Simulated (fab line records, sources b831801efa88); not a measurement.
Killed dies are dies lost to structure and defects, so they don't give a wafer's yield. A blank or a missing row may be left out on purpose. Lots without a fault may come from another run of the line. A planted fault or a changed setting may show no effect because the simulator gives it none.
One fault seen from 2 desks | flow gf180mcu | each desk has only its own numbers; what lay behind them comes last

THE METROLOGY DESK
What the gauges read, lot by lot, whatever tool the lot ran on: means of the sampled wafers that have a number. A lot is out of limits, marked OUT, if its mean lies more than 4 standard deviations from the usual mean; the brackets give that distance.
Columns: A = HV_LDD_TW at GF_HV_LDD_TW_MEAS_11, usual 2443; B = HV_LDD_01_OVL at GF_HV_LDD_OVL_MEAS_20, usual -1.8 nm; C = HV_LDD_RS at GF_HV_LDD_RS_MEAS_53, usual 418.7 ohm/sq; D = M1_ALCU_THK at GF_M1_THK_MEAS_06, usual 442 nm
lot  | first seen here | A              | B    | C               | D
L211 | day 10 01:03    | 2463           | -1.4 | 418.0           | 439
L217 | day 12 08:25    | 2792 (+17) OUT | -2.1 | 333.8 (-94) OUT | 443
L218 | day 12 13:26    | 2838 (+19) OUT | -1.2 | 333.9 (-94) OUT | 443
L224 | day 14 18:18    | 2455           | -0.1 | 418.7           | 436
L225 | day 14 20:58    | 2446           | -2.3 | 419.7           | 440
L226 | day 15 07:15    | 2447           | -1.9 | 418.8           | 442
L227 | day 15 09:13    | 2459           | -1.9 | 419.3           | 441
L228 | day 15 16:05    | 2444           | -1.4 | 419.2           | 443
L229 | day 16 01:29    | 2460           | -2.4 | 418.5           | 445
L231 | day 16 16:28    | 2450           | -2.9 | 417.8           | 439
L232 | day 16 22:19    | 2448           | -1.5 | 417.6           | 439
L233 | day 17 06:34    | 2474           | -2.9 | 418.8           | 437
This desk's finding: out of limits on L217, L218; first on L217, day 12 08:25 (HV_LDD_TW at GF_HV_LDD_TW_MEAS_11). In limits: L211, L224, L225, L226, L227, L228, L229, L231, L232, L233.

THE TOOL OWNER'S DESK: implanter-01
The tool's own readings at GF_HV_LDD_IMPLANT_09: means of the sampled wafers that have a number, for each lot that ran on this tool. A lot is out of limits, marked OUT, if its mean lies more than 4 standard deviations from the usual mean; the brackets give that distance.
Columns: A = dose_ions_cm2 at GF_HV_LDD_IMPLANT_09, usual 9.998e+13; B = faraday_current_uA at GF_HV_LDD_IMPLANT_09, usual 564; C = tilt_deg at GF_HV_LDD_IMPLANT_09, usual 6.995 degrees
lot  | first seen here | A                           | B              | C
L217 | day 12 08:12    | 1.780e+14 (+99 or more) OUT | 1004 (+40) OUT | 7.002
L218 | day 12 13:11    | 1.778e+14 (+99 or more) OUT | 996 (+39) OUT  | 6.996
L226 | day 15 06:59    | 9.987e+13                   | 569            | 7.014
L228 | day 15 15:50    | 1.000e+14                   | 568            | 6.999
L229 | day 16 01:17    | 9.999e+13                   | 569            | 6.974
L231 | day 16 16:13    | 1.001e+14                   | 548            | 6.977
L232 | day 16 22:04    | 9.998e+13                   | 563            | 7.009
This desk's finding: out of limits on L217, L218; first on L217, day 12 08:12 (dose_ions_cm2 at GF_HV_LDD_IMPLANT_09). In limits: L226, L228, L229, L231, L232.

PUT TOGETHER
The tool owner's desk could have raised an alarm at day 12 08:12, on L217, L218.
The metrology desk could have raised an alarm at day 12 08:25, on L217, L218.
Of the lots named, all ran GF_HV_LDD_IMPLANT_09 on implanter-01.

WHAT THE SIMULATOR HAD PUT IN
Process parameter drift: implanter-01, from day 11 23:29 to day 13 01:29, at GF_HV_LDD_IMPLANT_09. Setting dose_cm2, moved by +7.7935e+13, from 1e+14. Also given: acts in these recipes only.
Lots struck among those shown: L217, L218.
Hours from the fault's start to each desk's first reading out of limits: the tool owner's desk, 9; the metrology desk, 9.
